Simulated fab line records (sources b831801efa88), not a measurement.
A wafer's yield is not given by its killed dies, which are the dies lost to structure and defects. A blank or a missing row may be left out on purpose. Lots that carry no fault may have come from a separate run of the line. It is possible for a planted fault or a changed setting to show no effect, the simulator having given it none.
The same fault as seen by 2 desks / flow gf180mcu / only its own numbers are on each desk; what lay behind them is given at the end

== AT THE TOOL OWNER'S DESK: implanter-03 ==
For each lot that ran on this tool, the mean over its sampled wafers that have a number, from the tool's own readings at GF_LVPWELL_IMPLANT_09. A lot is out of limits, marked OUT, if its mean lies more than 4 standard deviations from the usual mean; the brackets give that distance.
Columns: A = beam-on-s at GF_LVPWELL_IMPLANT_09, usual 10.00 s; B = end-station-pressure-torr at GF_LVPWELL_IMPLANT_09, usual 5.01e-06 Torr; C = faraday-current-uA at GF_LVPWELL_IMPLANT_09, usual 28.2
lot=L352; first seen here=day 4 19:08; A=10.06; B=4.87e-06; C=28.0
lot=L355; first seen here=day 5 07:44; A=9.95; B=5.24e-06; C=28.4
lot=L362; first seen here=day 6 23:17; A=11.91 (+10) OUT; B=4.96e-06; C=23.6 (-8.5) OUT
lot=L363; first seen here=day 7 04:08; A=11.03 (+5.4) OUT; B=4.75e-06; C=25.7 (-4.6) OUT
lot=L364; first seen here=day 7 09:55; A=10.34; B=5.12e-06; C=27.3
This desk's finding: out of limits on L362, L363; first on L362, day 6 23:17 (beam-on-s at GF_LVPWELL_IMPLANT_09). Within limits: L352, L355, L364.

== THE METROLOGY DESK ==
Means of the sampled wafers that have a number, per lot and without regard to the tool the lot ran on: this is what the gauges read. A lot is out of limits, marked OUT, if its mean lies more than 4 standard deviations from the usual mean; the brackets give that distance.
Columns: A = LVPWELL_RS at GF_VT_IMPLANT_RS_MEAS_48, usual 1195.7 ohm/sq; B = cd-nm at GF_CONTACT_CD_MEAS_14, usual 220.0 nm
lot=L349; first seen here=day 7 15:15; A=1198.0; B=219.5
lot=L351; first seen here=day 8 09:25; A=1197.1; B=221.0
lot=L352; first seen here=day 8 14:53; A=1189.9; B=221.0
lot=L353; first seen here=day 8 18:21; A=1195.8; B=221.6
lot=L354; first seen here=day 9 06:13; A=1197.0; B=220.3
lot=L355; first seen here=day 9 07:08; A=1196.4; B=219.4
lot=L362; first seen here=day 11 05:11; A=1166.3 (-12) OUT; B=218.9
lot=L363; first seen here=day 11 10:16; A=1174.4 (-8.5) OUT; B=220.2
lot=L364; first seen here=day 11 20:27; A=1183.4 (-4.9) OUT; B=221.7
lot=L366; first seen here=day 12 06:01; A=1194.6; B=219.1
lot=L367; first seen here=day 12 12:57; A=1197.7; B=218.1
lot=L369; first seen here=day 13 02:37; A=1196.0; B=219.8
lot=L371; first seen here=day 13 19:35; A=1193.9; B=219.8
This desk finds L362, L363, L364 out of limits, with the earliest case on L362 at day 11 05:11 (LVPWELL_RS at GF_VT_IMPLANT_RS_MEAS_48). Within limits: L349, L351, L352, L353, L354, L355, L366, L367, L369, L371.

== ALL TOGETHER ==
The tool owner's desk could have raised an alarm at day 6 23:17, on L362, L363.
At day 11 05:11 the metrology desk could have sounded an alarm, on L362, L363, L364.
On record at the tool owner's desk: L364, within its limits.
All the named lots went through GF_LVPWELL_IMPLANT_09 on implanter-03.

== WHAT THE SIMULATOR PUT IN ==
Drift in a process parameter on implanter-03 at GF_LVPWELL_IMPLANT_09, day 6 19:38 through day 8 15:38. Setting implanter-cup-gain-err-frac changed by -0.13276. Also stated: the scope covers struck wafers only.
Shown lots that were struck: L362, L363, L364.
Delay (hours) between the fault's onset and each desk's first out-of-limits reading: 4 at the tool owner's desk, 106 at the metrology desk.
